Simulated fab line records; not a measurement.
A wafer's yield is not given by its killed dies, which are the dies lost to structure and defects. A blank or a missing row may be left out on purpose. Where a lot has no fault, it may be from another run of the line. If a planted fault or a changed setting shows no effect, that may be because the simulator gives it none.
Matching of chambers / flow gf180mcu / GF_POLY_GATE_ETCH_13 on rie si-02: 4 sister chambers
The step etches poly-Si in HBr/Cl2, stops on SiO2, target depth 198.5 nm, time 69.6 s. 14 wafers are shown with their chamber, then 7 later ones without.

WAFERS PAIRED WITH THEIR CHAMBERS
wafer=L562.1; chamber=0; drypump motor current A (A)=6.6; throttle valve pct (%)=33.676; oes product au (a.u.)=1.010
wafer=L562.2; chamber=3; drypump motor current A (A)=5.3; throttle valve pct (%)=33.679; oes product au (a.u.)=0.988
wafer=L562.3; chamber=1; drypump motor current A (A)=6.4; throttle valve pct (%)=33.695; oes product au (a.u.)=0.993
wafer=L563.1; chamber=3; drypump motor current A (A)=5.3; throttle valve pct (%)=33.674; oes product au (a.u.)=0.990
wafer=L563.4; chamber=3; drypump motor current A (A)=5.3; throttle valve pct (%)=33.699; oes product au (a.u.)=0.997
wafer=L563.5; chamber=1; drypump motor current A (A)=6.4; throttle valve pct (%)=33.696; oes product au (a.u.)=0.991
wafer=L567.1; chamber=0; drypump motor current A (A)=6.6; throttle valve pct (%)=33.665; oes product au (a.u.)=1.005
wafer=L567.5; chamber=3; drypump motor current A (A)=5.4; throttle valve pct (%)=33.695; oes product au (a.u.)=0.992
wafer=L567.6; chamber=0; drypump motor current A (A)=6.6; throttle valve pct (%)=33.673; oes product au (a.u.)=1.008
wafer=L573.3; chamber=0; drypump motor current A (A)=6.6; throttle valve pct (%)=33.684; oes product au (a.u.)=0.994
wafer=L573.4; chamber=2; drypump motor current A (A)=5.0; throttle valve pct (%)=33.701; oes product au (a.u.)=0.994
wafer=L573.5; chamber=1; drypump motor current A (A)=6.4; throttle valve pct (%)=33.690; oes product au (a.u.)=0.990
wafer=L577.1; chamber=1; drypump motor current A (A)=6.4; throttle valve pct (%)=33.683; oes product au (a.u.)=1.000
wafer=L577.5; chamber=1; drypump motor current A (A)=6.5; throttle valve pct (%)=33.680; oes product au (a.u.)=0.988

SIGNATURES, as means of the wafers listed above
reading=drypump motor current A; chamber 0=6.600; chamber 1=6.420; chamber 2=5.000; chamber 3=5.325; scatter within a chamber=0.0394
reading=throttle valve pct; chamber 0=33.67450; chamber 1=33.68880; chamber 2=33.70100; chamber 3=33.68675; scatter within a chamber=0.0091
reading=oes product au; chamber 0=1.00425; chamber 1=0.99240; chamber 2=0.99400; chamber 3=0.99175; scatter within a chamber=0.00532
Rule: distance of a wafer from a chamber = root of the sum over the readings of ((wafer's reading minus chamber's mean) / reading's scatter) squared. The wafer belongs to the nearest chamber; if the next one is less than 2 further off, it can't be placed. The scatter is the square root of a quotient: the sum, over the shown wafers, of each reading's squared deviation from its chamber's mean, divided by wafers minus chambers.

WAFERS WHOSE CHAMBER IS MISSING
wafer=L577.6; drypump motor current A (A)=5.0; throttle valve pct (%)=33.697; oes product au (a.u.)=0.996
wafer=L578.4; drypump motor current A (A)=5.1; throttle valve pct (%)=33.672; oes product au (a.u.)=0.996
wafer=L578.5; drypump motor current A (A)=6.4; throttle valve pct (%)=33.695; oes product au (a.u.)=0.997
wafer=L578.6; drypump motor current A (A)=5.1; throttle valve pct (%)=33.694; oes product au (a.u.)=1.003
wafer=L580.2; drypump motor current A (A)=6.4; throttle valve pct (%)=33.679; oes product au (a.u.)=0.988
wafer=L580.3; drypump motor current A (A)=5.0; throttle valve pct (%)=33.666; oes product au (a.u.)=0.987
wafer=L580.5; drypump motor current A (A)=6.6; throttle valve pct (%)=33.701; oes product au (a.u.)=0.995

CHAMBER TAKEN BY EACH
wafer=L577.6; from the rows above=2; in truth=2
wafer=L578.4; from the rows above=can't be placed: 2 or 3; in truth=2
wafer=L578.5; from the rows above=1; in truth=1
wafer=L578.6; from the rows above=2; in truth=2
wafer=L580.2; from the rows above=1; in truth=1
wafer=L580.3; from the rows above=2; in truth=2
wafer=L580.5; from the rows above=can't be placed: 0 or 1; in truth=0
Correct placement for 5 of the 7. Unplaceable from these rows: 2, with the true chamber sitting among the candidates in 2. Number placed wrongly: 0.
